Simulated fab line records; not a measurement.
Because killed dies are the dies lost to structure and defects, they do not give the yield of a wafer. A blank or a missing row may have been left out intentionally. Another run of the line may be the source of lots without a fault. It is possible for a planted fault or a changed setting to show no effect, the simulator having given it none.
Which tool was responsible? :: flow gf180mcu :: 24 lots, 72 wafers sampled, at 6 steps of a route of 602

## WHAT THE GAUGES READ, wafer by wafer
GF_V3_THK_MEAS_03. Usual: for V3_CVD_02_THK the level is 853 nm and the standard deviation is 11.
lot: L074
measured: day 21 11:38
on: film metro-03
V3_CVD_02_THK (nm): 856 863 862
flag: 

lot: L075
measured: day 21 18:33
on: film metro-01
V3_CVD_02_THK (nm): 846 850 859
flag: 

lot: L076
measured: day 22 03:11
on: film metro-04
V3_CVD_02_THK (nm): 847 839 854
flag: 

lot: L078
measured: day 23 01:35
on: film metro-01
V3_CVD_02_THK (nm): 841 844 860
flag: 

lot: L077
measured: day 23 02:30
on: film metro-04
V3_CVD_02_THK (nm): 845 842 867
flag: 

lot: L079
measured: day 23 13:48
on: film metro-03
V3_CVD_02_THK (nm): 863 882 890
flag: 

lot: L080
measured: day 23 23:25
on: film metro-04
V3_CVD_02_THK (nm): 833 866 850
flag: 

lot: L081
measured: day 24 06:05
on: film metro-04
V3_CVD_02_THK (nm): 847 856 865
flag: 

lot: L082
measured: day 24 09:56
on: film metro-03
V3_CVD_02_THK (nm): 837 854 845
flag: 

lot: L083
measured: day 24 21:08
on: film metro-01
V3_CVD_02_THK (nm): 843 838 853
flag: 

lot: L084
measured: day 25 06:49
on: film metro-03
V3_CVD_02_THK (nm): 843 849 860
flag: 

lot: L085
measured: day 25 15:07
on: film metro-03
V3_CVD_02_THK (nm): 849 855 867
flag: 

lot: L086
measured: day 25 21:31
on: film metro-04
V3_CVD_02_THK (nm): 853 863 860
flag: 

lot: L087
measured: day 26 01:29
on: film metro-03
V3_CVD_02_THK (nm): 857 841 867
flag: 

lot: L088
measured: day 26 10:14
on: film metro-01
V3_CVD_02_THK (nm): 840 840 847
flag: 

lot: L089
measured: day 26 20:03
on: film metro-01
V3_CVD_02_THK (nm): 850 839 838
flag: 

lot: L090
measured: day 27 00:19
on: film metro-04
V3_CVD_02_THK (nm): 850 859 866
flag: 

lot: L091
measured: day 27 04:53
on: film metro-01
V3_CVD_02_THK (nm): 848 858 847
flag: 

lot: L092
measured: day 27 12:36
on: film metro-03
V3_CVD_02_THK (nm): 844 858 864
flag: 

lot: L093
measured: day 27 23:09
on: film metro-01
V3_CVD_02_THK (nm): 836 841 866
flag: 

lot: L094
measured: day 28 04:34
on: film metro-01
V3_CVD_02_THK (nm): 840 856 871
flag: 

lot: L095
measured: day 28 10:56
on: film metro-01
V3_CVD_02_THK (nm): 847 864 855
flag: 

lot: L096
measured: day 28 16:25
on: film metro-04
V3_CVD_02_THK (nm): 849 842 860
flag: 

lot: L097
measured: day 28 22:11
on: film metro-01
V3_CVD_02_THK (nm): 843 859 850
flag: 

GF_V3_RS_MEAS_24: measures by four-point-probe. Usual: for V3_W_RS the level is 0.327 ohm/sq and the standard deviation is 0.0038.
lot: L074
measured: day 22 12:37
on: film metro-04
V3_W_RS (ohm/sq): 0.325 0.322 0.325
flag: 

lot: L075
measured: day 22 20:09
on: film metro-01
V3_W_RS (ohm/sq): 0.323 0.327 0.330
flag: 

lot: L076
measured: day 23 03:34
on: film metro-01
V3_W_RS (ohm/sq): 0.328 0.326 0.328
flag: 

lot: L078
measured: day 24 01:08
on: film metro-03
V3_W_RS (ohm/sq): 0.323 0.324 0.324
flag: 

lot: L077
measured: day 24 01:57
on: film metro-04
V3_W_RS (ohm/sq): 0.332 0.334 0.323
flag: 

lot: L079
measured: day 24 13:22
on: film metro-01
V3_W_RS (ohm/sq): 0.322 0.327 0.320
flag: 

lot: L080
measured: day 24 22:16
on: film metro-01
V3_W_RS (ohm/sq): 0.338 0.334 0.330
flag: 

lot: L081
measured: day 25 05:13
on: film metro-04
V3_W_RS (ohm/sq): 0.328 0.327 0.330
flag: 

lot: L082
measured: day 25 08:43
on: film metro-04
V3_W_RS (ohm/sq): 0.328 0.323 0.327
flag: 

lot: L083
measured: day 25 19:48
on: film metro-04
V3_W_RS (ohm/sq): 0.324 0.325 0.326
flag: 

lot: L084
measured: day 26 05:55
on: film metro-04
V3_W_RS (ohm/sq): 0.332 0.336 0.334
flag: 

lot: L085
measured: day 26 13:41
on: film metro-03
V3_W_RS (ohm/sq): 0.331 0.327 0.332
flag: 

lot: L086
measured: day 26 19:05
on: film metro-04
V3_W_RS (ohm/sq): 0.330 0.333 0.327
flag: 

lot: L087
measured: day 26 23:32
on: film metro-01
V3_W_RS (ohm/sq): 0.323 0.321 0.323
flag: 

lot: L088
measured: day 27 08:26
on: film metro-01
V3_W_RS (ohm/sq): 0.323 0.328 0.329
flag: 

lot: L089
measured: day 27 17:46
on: film metro-04
V3_W_RS (ohm/sq): 0.326 0.325 0.320
flag: 

lot: L090
measured: day 27 21:40
on: film metro-03
V3_W_RS (ohm/sq): 0.331 0.329 0.326
flag: 

lot: L091
measured: day 28 02:31
on: film metro-04
V3_W_RS (ohm/sq): 0.328 0.327 0.326
flag: 

lot: L092
measured: day 28 09:32
on: film metro-03
V3_W_RS (ohm/sq): 0.327 0.325 0.326
flag: 

lot: L093
measured: day 28 20:13
on: film metro-01
V3_W_RS (ohm/sq): 0.335 0.327 0.333
flag: 

lot: L094
measured: day 29 01:20
on: film metro-04
V3_W_RS (ohm/sq): 0.320 0.321 0.324
flag: 

lot: L095
measured: day 29 07:07
on: film metro-01
V3_W_RS (ohm/sq): 0.327 0.327 0.331
flag: 

lot: L096
measured: day 29 12:18
on: film metro-04
V3_W_RS (ohm/sq): 0.325 0.322 0.333
flag: 

lot: L097
measured: day 29 18:42
on: film metro-04
V3_W_RS (ohm/sq): 0.320 0.323 0.330
flag: 

## TOOL THAT RAN EACH LOT (tool first, then ch and the chambers of the sampled wafers, then the start)
lot: L074
GF_M2_STRIP_17: plasma asher-01 ch 0,1, day 19 06:10
GF_V3_STRIP_18: plasma asher-03 ch 0,1, day 22 11:44
GF_V3_SPUTTER_21: pvd sputter-01, day 22 12:17
GF_V3_CVD_23: cvd w-01 ch 1, day 22 12:23

lot: L075
GF_M2_STRIP_17: plasma asher-04 ch 0,1, day 19 14:47
GF_V3_STRIP_18: plasma asher-04 ch 0,1, day 22 19:17
GF_V3_SPUTTER_21: pvd sputter-02, day 22 19:49
GF_V3_CVD_23: cvd w-01 ch 1, day 22 19:55

lot: L076
GF_M2_STRIP_17: plasma asher-02 ch 0, day 19 23:04
GF_V3_STRIP_18: plasma asher-03 ch 0, day 23 02:45
GF_V3_SPUTTER_21: pvd sputter-04, day 23 03:22
GF_V3_CVD_23: cvd w-02 ch 0,1, day 23 03:28

lot: L078
GF_M2_STRIP_17: plasma asher-04 ch 0, day 20 23:49
GF_V3_STRIP_18: plasma asher-03 ch 0,1, day 24 00:23
GF_V3_SPUTTER_21: pvd sputter-04, day 24 00:55
GF_V3_CVD_23: cvd w-02 ch 0,1, day 24 01:01

lot: L077
GF_M2_STRIP_17: plasma asher-02 ch 0, day 21 00:10
GF_V3_STRIP_18: plasma asher-03 ch 0,1, day 24 01:12
GF_V3_SPUTTER_21: pvd sputter-02, day 24 01:44
GF_V3_CVD_23: cvd w-01 ch 0,1, day 24 01:50

lot: L079
GF_M2_STRIP_17: plasma asher-04 ch 0,1, day 21 12:12
GF_V3_STRIP_18: plasma asher-03 ch 0,1, day 24 12:38
GF_V3_SPUTTER_21: pvd sputter-02, day 24 13:10
GF_V3_CVD_23: cvd w-02 ch 0,1, day 24 13:16

lot: L080
GF_M2_STRIP_17: plasma asher-01 ch 0,1, day 21 21:36
GF_V3_STRIP_18: plasma asher-03 ch 0,1, day 24 21:31
GF_V3_SPUTTER_21: pvd sputter-01, day 24 22:01
GF_V3_CVD_23: cvd w-01 ch 0,1, day 24 22:09

lot: L081
GF_M2_STRIP_17: plasma asher-04 ch 0,1, day 22 04:33
GF_V3_STRIP_18: plasma asher-03 ch 0,1, day 25 04:27
GF_V3_SPUTTER_21: pvd sputter-02, day 25 04:59
GF_V3_CVD_23: cvd w-02 ch 0,1, day 25 05:05

lot: L082
GF_M2_STRIP_17: plasma asher-04 ch 0,1, day 22 08:02
GF_V3_STRIP_18: plasma asher-03 ch 0,1, day 25 07:58
GF_V3_SPUTTER_21: pvd sputter-02, day 25 08:28
GF_V3_CVD_23: cvd w-01 ch 0,1, day 25 08:36

lot: L083
GF_M2_STRIP_17: plasma asher-02 ch 0,1, day 22 20:40
GF_V3_STRIP_18: plasma asher-03 ch 0,1, day 25 19:02
GF_V3_SPUTTER_21: pvd sputter-02, day 25 19:34
GF_V3_CVD_23: cvd w-02 ch 0,1, day 25 19:40

lot: L084
GF_M2_STRIP_17: plasma asher-01 ch 0,1, day 23 06:47
GF_V3_STRIP_18: plasma asher-03 ch 0,1, day 26 05:08
GF_V3_SPUTTER_21: pvd sputter-02, day 26 05:40
GF_V3_CVD_23: cvd w-01 ch 0,1, day 26 05:48

lot: L085
GF_M2_STRIP_17: plasma asher-02 ch 0,1, day 23 15:09
GF_V3_STRIP_18: plasma asher-02 ch 0, day 26 12:56
GF_V3_SPUTTER_21: pvd sputter-01, day 26 13:28
GF_V3_CVD_23: cvd w-01 ch 0, day 26 13:34

lot: L086
GF_M2_STRIP_17: plasma asher-02 ch 0,1, day 23 22:55
GF_V3_STRIP_18: plasma asher-02 ch 0,1, day 26 18:17
GF_V3_SPUTTER_21: pvd sputter-02, day 26 18:51
GF_V3_CVD_23: cvd w-01 ch 0,1, day 26 18:57

lot: L087
GF_M2_STRIP_17: plasma asher-01 ch 0,1, day 24 02:13
GF_V3_STRIP_18: plasma asher-02 ch 0,1, day 26 22:47
GF_V3_SPUTTER_21: pvd sputter-02, day 26 23:19
GF_V3_CVD_23: cvd w-02 ch 0,1, day 26 23:25

lot: L088
GF_M2_STRIP_17: plasma asher-04 ch 0,1, day 24 10:52
GF_V3_STRIP_18: plasma asher-03 ch 0,1, day 27 07:41
GF_V3_SPUTTER_21: pvd sputter-04, day 27 08:13
GF_V3_CVD_23: cvd w-01 ch 0,1, day 27 08:19

lot: L089
GF_M2_STRIP_17: plasma asher-04 ch 0,1, day 24 21:55
GF_V3_STRIP_18: plasma asher-04 ch 0,1, day 27 17:00
GF_V3_SPUTTER_21: pvd sputter-01, day 27 17:32
GF_V3_CVD_23: cvd w-01 ch 0,1, day 27 17:38

lot: L090
GF_M2_STRIP_17: plasma asher-01 ch 0,1, day 25 01:18
GF_V3_STRIP_18: plasma asher-02 ch 0,1, day 27 20:55
GF_V3_SPUTTER_21: pvd sputter-02, day 27 21:25
GF_V3_CVD_23: cvd w-01 ch 0,1, day 27 21:34

lot: L091
GF_M2_STRIP_17: plasma asher-02 ch 0, day 25 07:43
GF_V3_STRIP_18: plasma asher-04 ch 0,1, day 28 01:42
GF_V3_SPUTTER_21: pvd sputter-01, day 28 02:14
GF_V3_CVD_23: cvd w-01 ch 0,1, day 28 02:20

lot: L092
GF_M2_STRIP_17: plasma asher-02 ch 0,1, day 25 14:07
GF_V3_STRIP_18: plasma asher-03 ch 0,1, day 28 08:47
GF_V3_SPUTTER_21: pvd sputter-01, day 28 09:19
GF_V3_CVD_23: cvd w-02 ch 0,1, day 28 09:25

lot: L093
GF_M2_STRIP_17: plasma asher-02 ch 0,1, day 26 03:13
GF_V3_STRIP_18: plasma asher-02 ch 0,1, day 28 19:29
GF_V3_SPUTTER_21: pvd sputter-02, day 28 20:01
GF_V3_CVD_23: cvd w-01 ch 0,1, day 28 20:07

lot: L094
GF_M2_STRIP_17: plasma asher-04 ch 0,1, day 26 06:49
GF_V3_STRIP_18: plasma asher-02 ch 0,1, day 29 00:35
GF_V3_SPUTTER_21: pvd sputter-04, day 29 01:07
GF_V3_CVD_23: cvd w-02 ch 0,1, day 29 01:13

lot: L095
GF_M2_STRIP_17: plasma asher-04 ch 0,1, day 26 14:21
GF_V3_STRIP_18: plasma asher-03 ch 0,1, day 29 06:22
GF_V3_SPUTTER_21: pvd sputter-02, day 29 06:52
GF_V3_CVD_23: cvd w-02 ch 0,1, day 29 07:00

lot: L096
GF_M2_STRIP_17: plasma asher-04 ch 0,1, day 26 19:39
GF_V3_STRIP_18: plasma asher-04 ch 0,1, day 29 11:32
GF_V3_SPUTTER_21: pvd sputter-01, day 29 12:05
GF_V3_CVD_23: cvd w-02 ch 0,1, day 29 12:11

lot: L097
GF_M2_STRIP_17: plasma asher-02 ch 0,1, day 27 02:46
GF_V3_STRIP_18: plasma asher-02 ch 0,1, day 29 17:50
GF_V3_SPUTTER_21: pvd sputter-02, day 29 18:29
GF_V3_CVD_23: cvd w-02 ch 0,1, day 29 18:35
- GF_M2_STRIP_17: strips in O2/N2.
- GF_V3_STRIP_18: strips in O2/N2.
- GF_V3_SPUTTER_21: material Ti, target thk 15 nm, time 80.02 s.
- GF_V3_CVD_23: deposits W, target thk 350 nm, time 104.9 s.

## WHAT THE TOOLS THEMSELVES READ (means of the sampled wafers that have a number; where no wafer has one, the mark that the record gives instead)
GF_M2_STRIP_17. Usual: drypump motor current A 5.8 A, standard deviation 0.43; heater power w 320 W, standard deviation 37; o2 flow sccm 2999 sccm, standard deviation 8.6; oes product au 0.556 a.u., standard deviation 0.0047; strip time to endpoint s 7.85 s, standard deviation 0.065.
lot: L074
tool: plasma asher-01
drypump motor current A (A): 5.9
heater power w (W): 382
o2 flow sccm (sccm): 2996
oes product au (a.u.): 0.554
strip time to endpoint s (s): 7.76
flag: 

lot: L075
tool: plasma asher-04
drypump motor current A (A): 5.4
heater power w (W): 331
o2 flow sccm (sccm): 3006
oes product au (a.u.): 0.552
strip time to endpoint s (s): 7.84
flag: 

lot: L076
tool: plasma asher-02
drypump motor current A (A): 6.0
heater power w (W): 274
o2 flow sccm (sccm): 3004
oes product au (a.u.): 0.558
strip time to endpoint s (s): 7.84
flag: 

lot: L078
tool: plasma asher-04
drypump motor current A (A): 6.3
heater power w (W): 320
o2 flow sccm (sccm): 3001
oes product au (a.u.): 0.555
strip time to endpoint s (s): 7.87
flag: 

lot: L077
tool: plasma asher-02
drypump motor current A (A): 6.0
heater power w (W): 273
o2 flow sccm (sccm): 3001
oes product au (a.u.): 0.554
strip time to endpoint s (s): 7.76
flag: 

lot: L079
tool: plasma asher-04
drypump motor current A (A): 5.4
heater power w (W): 330
o2 flow sccm (sccm): 3005
oes product au (a.u.): 0.552
strip time to endpoint s (s): 7.80
flag: 

lot: L080
tool: plasma asher-01
drypump motor current A (A): 5.9
heater power w (W): 344
o2 flow sccm (sccm): 3004
oes product au (a.u.): 0.551
strip time to endpoint s (s): 7.74
flag: 

lot: L081
tool: plasma asher-04
drypump motor current A (A): 5.4
heater power w (W): 327
o2 flow sccm (sccm): 3002
oes product au (a.u.): 0.560
strip time to endpoint s (s): 7.92
flag: 

lot: L082
tool: plasma asher-04
drypump motor current A (A): 5.4
heater power w (W): 330
o2 flow sccm (sccm): 3000
oes product au (a.u.): 0.558
strip time to endpoint s (s): 7.84
flag: 

lot: L083
tool: plasma asher-02
drypump motor current A (A): 5.9
heater power w (W): 284
o2 flow sccm (sccm): 2996
oes product au (a.u.): 0.556
strip time to endpoint s (s): 7.82
flag: 

lot: L084
tool: plasma asher-01
drypump motor current A (A): 5.9
heater power w (W): 379
o2 flow sccm (sccm): 3001
oes product au (a.u.): 0.561
strip time to endpoint s (s): 7.92
flag: 

lot: L085
tool: plasma asher-02
drypump motor current A (A): 5.7
heater power w (W): 294
o2 flow sccm (sccm): 3002
oes product au (a.u.): 0.552
strip time to endpoint s (s): 7.81
flag: 

lot: L086
tool: plasma asher-02
drypump motor current A (A): 5.7
heater power w (W): 294
o2 flow sccm (sccm): 3001
oes product au (a.u.): 0.555
strip time to endpoint s (s): 7.82
flag: 

lot: L087
tool: plasma asher-01
drypump motor current A (A): 5.9
heater power w (W): 378
o2 flow sccm (sccm): 3004
oes product au (a.u.): 0.557
strip time to endpoint s (s): 7.87
flag: 

lot: L088
tool: plasma asher-04
drypump motor current A (A): 5.4
heater power w (W): 328
o2 flow sccm (sccm): 2994
oes product au (a.u.): 0.558
strip time to endpoint s (s): 7.81
flag: 

lot: L089
tool: plasma asher-04
drypump motor current A (A): 5.9
heater power w (W): 320
o2 flow sccm (sccm): 2997
oes product au (a.u.): 0.550
strip time to endpoint s (s): 7.84
flag: 

lot: L090
tool: plasma asher-01
drypump motor current A (A): 5.9
heater power w (W): 381
o2 flow sccm (sccm): 2989
oes product au (a.u.): 0.562
strip time to endpoint s (s): 7.92
flag: 

lot: L091
tool: plasma asher-02
drypump motor current A (A): 6.0
heater power w (W): 277
o2 flow sccm (sccm): 2999
oes product au (a.u.): 0.555
strip time to endpoint s (s): 7.78
flag: 

lot: L092
tool: plasma asher-02
drypump motor current A (A): 5.7
heater power w (W): 289
o2 flow sccm (sccm): 2996
oes product au (a.u.): 0.562
strip time to endpoint s (s): 7.99
flag: 

lot: L093
tool: plasma asher-02
drypump motor current A (A): 5.9
heater power w (W): 287
o2 flow sccm (sccm): 2994
oes product au (a.u.): 0.556
strip time to endpoint s (s): 7.87
flag: 

lot: L094
tool: plasma asher-04
drypump motor current A (A): 5.9
heater power w (W): 323
o2 flow sccm (sccm): 3002
oes product au (a.u.): 0.566
strip time to endpoint s (s): 7.94
flag: 

lot: L095
tool: plasma asher-04
drypump motor current A (A): 5.9
heater power w (W): 322
o2 flow sccm (sccm): 2993
oes product au (a.u.): 0.553
strip time to endpoint s (s): 7.78
flag: 

lot: L096
tool: plasma asher-04
drypump motor current A (A): 5.9
heater power w (W): 322
o2 flow sccm (sccm): 3010
oes product au (a.u.): 0.557
strip time to endpoint s (s): 7.86
flag: 

lot: L097
tool: plasma asher-02
drypump motor current A (A): 5.7
heater power w (W): 295
o2 flow sccm (sccm): 3012
oes product au (a.u.): 0.561
strip time to endpoint s (s): 7.92
flag: 

GF_V3_STRIP_18. Usual: drypump motor current A 5.8 A, standard deviation 0.32; heater power w 295 W, standard deviation 28; o2 flow sccm 3001 sccm, standard deviation 9.5; oes product au 0.594 a.u., standard deviation 0.0048.
lot: L074
tool: plasma asher-03
drypump motor current A (A): 6.0
heater power w (W): 300
o2 flow sccm (sccm): 2997
oes product au (a.u.): 0.596
flag: 

lot: L075
tool: plasma asher-04
drypump motor current A (A): 5.9
heater power w (W): 325
o2 flow sccm (sccm): 3005
oes product au (a.u.): 0.594
flag: 

lot: L076
tool: plasma asher-03
drypump motor current A (A): 5.8
heater power w (W): 258
o2 flow sccm (sccm): 2998
oes product au (a.u.): 0.596
flag: 

lot: L078
tool: plasma asher-03
drypump motor current A (A): 6.0
heater power w (W): 302
o2 flow sccm (sccm): 3005
oes product au (a.u.): 0.594
flag: 

lot: L077
tool: plasma asher-03
drypump motor current A (A): 5.8
heater power w (W): 279
o2 flow sccm (sccm): 3000
oes product au (a.u.): 0.597
flag: 

lot: L079
tool: plasma asher-03
drypump motor current A (A): 6.0
heater power w (W): 301
o2 flow sccm (sccm): 3002
oes product au (a.u.): 0.599
flag: 

lot: L080
tool: plasma asher-03
drypump motor current A (A): 6.0
heater power w (W): 298
o2 flow sccm (sccm): 3008
oes product au (a.u.): 0.593
flag: 

lot: L081
tool: plasma asher-03
drypump motor current A (A): 6.0
heater power w (W): 297
o2 flow sccm (sccm): 2996
oes product au (a.u.): 0.592
flag: 

lot: L082
tool: plasma asher-03
drypump motor current A (A): 5.8
heater power w (W): 280
o2 flow sccm (sccm): 3002
oes product au (a.u.): 0.588
flag: 

lot: L083
tool: plasma asher-03
drypump motor current A (A): 5.9
heater power w (W): 281
o2 flow sccm (sccm): 3004
oes product au (a.u.): 0.592
flag: 

lot: L084
tool: plasma asher-03
drypump motor current A (A): 5.8
heater power w (W): 279
o2 flow sccm (sccm): 3002
oes product au (a.u.): 0.594
flag: 

lot: L085
tool: plasma asher-02
drypump motor current A (A): 6.0
heater power w (W): 272
o2 flow sccm (sccm): 3002
oes product au (a.u.): 0.593
flag: 

lot: L086
tool: plasma asher-02
drypump motor current A (A): 5.7
heater power w (W): 294
o2 flow sccm (sccm): 3010
oes product au (a.u.): 0.593
flag: 

lot: L087
tool: plasma asher-02
drypump motor current A (A): 5.9
heater power w (W): 279
o2 flow sccm (sccm): 3005
oes product au (a.u.): 0.592
flag: 

lot: L088
tool: plasma asher-03
drypump motor current A (A): 6.0
heater power w (W): 302
o2 flow sccm (sccm): 2995
oes product au (a.u.): 0.593
flag: 

lot: L089
tool: plasma asher-04
drypump motor current A (A): 5.9
heater power w (W): 332
o2 flow sccm (sccm): 2990
oes product au (a.u.): 0.591
flag: 

lot: L090
tool: plasma asher-02
drypump motor current A (A): 5.7
heater power w (W): 292
o2 flow sccm (sccm): 3010
oes product au (a.u.): 0.591
flag: 

lot: L091
tool: plasma asher-04
drypump motor current A (A): 5.9
heater power w (W): 326
o2 flow sccm (sccm): 3000
oes product au (a.u.): 0.594
flag: 

lot: L092
tool: plasma asher-03
drypump motor current A (A): 6.0
heater power w (W): 299
o2 flow sccm (sccm): 3007
oes product au (a.u.): 0.588
flag: 

lot: L093
tool: plasma asher-02
drypump motor current A (A): 5.7
heater power w (W): 288
o2 flow sccm (sccm): 3002
oes product au (a.u.): 0.594
flag: 

lot: L094
tool: plasma asher-02
drypump motor current A (A): 5.8
heater power w (W): 293
o2 flow sccm (sccm): 3000
oes product au (a.u.): 0.591
flag: 

lot: L095
tool: plasma asher-03
drypump motor current A (A): 6.0
heater power w (W): 297
o2 flow sccm (sccm): 2998
oes product au (a.u.): 0.596
flag: 

lot: L096
tool: plasma asher-04
drypump motor current A (A): 5.9
heater power w (W): 326
o2 flow sccm (sccm): 2987
oes product au (a.u.): 0.597
flag: 

lot: L097
tool: plasma asher-02
drypump motor current A (A): 5.9
heater power w (W): 284
o2 flow sccm (sccm): 3004
oes product au (a.u.): 0.596
flag: 

GF_V3_SPUTTER_21. Usual: throttle valve pct 30.2 %, standard deviation 1.2.
lot: L074
tool: pvd sputter-01
throttle valve pct (%): 29.0
flag: 

lot: L075
tool: pvd sputter-02
throttle valve pct (%): 30.6
flag: 

lot: L076
tool: pvd sputter-04
throttle valve pct (%): 30.4
flag: 

lot: L078
tool: pvd sputter-04
throttle valve pct (%): 28.7
flag: 

lot: L077
tool: pvd sputter-02
throttle valve pct (%): 31.2
flag: 

lot: L079
tool: pvd sputter-02
throttle valve pct (%): 30.9
flag: 

lot: L080
tool: pvd sputter-01
throttle valve pct (%): 29.1
flag: 

lot: L081
tool: pvd sputter-02
throttle valve pct (%): 31.0
flag: 

lot: L082
tool: pvd sputter-02
throttle valve pct (%): 29.9
flag: 

lot: L083
tool: pvd sputter-02
throttle valve pct (%): 31.1
flag: 

lot: L084
tool: pvd sputter-02
throttle valve pct (%): 31.5
flag: 

lot: L085
tool: pvd sputter-01
throttle valve pct (%): 29.0
flag: 

lot: L086
tool: pvd sputter-02
throttle valve pct (%): 30.0
flag: 

lot: L087
tool: pvd sputter-02
throttle valve pct (%): 30.5
flag: 

lot: L088
tool: pvd sputter-04
throttle valve pct (%): 29.1
flag: 

lot: L089
tool: pvd sputter-01
throttle valve pct (%): 29.1
flag: 

lot: L090
tool: pvd sputter-02
throttle valve pct (%): 30.0
flag: 

lot: L091
tool: pvd sputter-01
throttle valve pct (%): 29.4
flag: 

lot: L092
tool: pvd sputter-01
throttle valve pct (%): 29.9
flag: 

lot: L093
tool: pvd sputter-02
throttle valve pct (%): 31.0
flag: 

lot: L094
tool: pvd sputter-04
throttle valve pct (%): 29.1
flag: 

lot: L095
tool: pvd sputter-02
throttle valve pct (%): 31.3
flag: 

lot: L096
tool: pvd sputter-01
throttle valve pct (%): 29.7
flag: 

lot: L097
tool: pvd sputter-02
throttle valve pct (%): 30.5
flag: 

GF_V3_CVD_23. Usual: heater power w 826 W, standard deviation 81; susceptor temp C 399.98 C, standard deviation 0.21.
lot: L074
tool: cvd w-01
heater power w (W): 824
susceptor temp C (C): 400.09
flag: 

lot: L075
tool: cvd w-01
heater power w (W): 808
susceptor temp C (C): 400.21
flag: 

lot: L076
tool: cvd w-02
heater power w (W): 870
susceptor temp C (C): 400.01
flag: 

lot: L078
tool: cvd w-02
heater power w (W): 810
susceptor temp C (C): 399.70
flag: 

lot: L077
tool: cvd w-01
heater power w (W): 816
susceptor temp C (C): 399.93
flag: 

lot: L079
tool: cvd w-02
heater power w (W): 877
susceptor temp C (C): 399.91
flag: 

lot: L080
tool: cvd w-01
heater power w (W): 825
susceptor temp C (C): 399.95
flag: 

lot: L081
tool: cvd w-02
heater power w (W): 800
susceptor temp C (C): 399.95
flag: 

lot: L082
tool: cvd w-01
heater power w (W): 809
susceptor temp C (C): 399.81
flag: 

lot: L083
tool: cvd w-02
heater power w (W): 812
susceptor temp C (C): 400.02
flag: 

lot: L084
tool: cvd w-01
heater power w (W): 822
susceptor temp C (C): 399.95
flag: 

lot: L085
tool: cvd w-01
heater power w (W): 814
susceptor temp C (C): 400.12
flag: 

lot: L086
tool: cvd w-01
heater power w (W): 809
susceptor temp C (C): 399.85
flag: 

lot: L087
tool: cvd w-02
heater power w (W): 880
susceptor temp C (C): 400.01
flag: 

lot: L088
tool: cvd w-01
heater power w (W): 811
susceptor temp C (C): 399.84
flag: 

lot: L089
tool: cvd w-01
heater power w (W): 811
susceptor temp C (C): 400.13
flag: 

lot: L090
tool: cvd w-01
heater power w (W): 820
susceptor temp C (C): 400.00
flag: 

lot: L091
tool: cvd w-01
heater power w (W): 815
susceptor temp C (C): 399.84
flag: 

lot: L092
tool: cvd w-02
heater power w (W): 804
susceptor temp C (C): 400.09
flag: 

lot: L093
tool: cvd w-01
heater power w (W): 821
susceptor temp C (C): 399.93
flag: 

lot: L094
tool: cvd w-02
heater power w (W): 809
susceptor temp C (C): 400.04
flag: 

lot: L095
tool: cvd w-02
heater power w (W): 896
susceptor temp C (C): 399.91
flag: 

lot: L096
tool: cvd w-02
heater power w (W): 812
susceptor temp C (C): 400.13
flag: 

lot: L097
tool: cvd w-02
heater power w (W): 803
susceptor temp C (C): 399.76
flag: 

## THE ANSWER, worked out from the rows above alone
Rule: a lot counts as off when the mean over its wafers that have a number is more than 3 standard deviations away from the usual mean. A lot without any number at a reading at which 4 lots or more have one is off too. All remaining lots with rows at the step are treated as sound. First the gauges in route order, then the tools' own readings, where a lot's mean is used as printed above. The first step at which some lot is off is used, and at that step the reading that is off furthest; a lot without a number counts as furthest.
No lot is off on any of the readings shown, so nothing can be concluded from this.

## WHAT THE SIMULATOR HAD PUT IN
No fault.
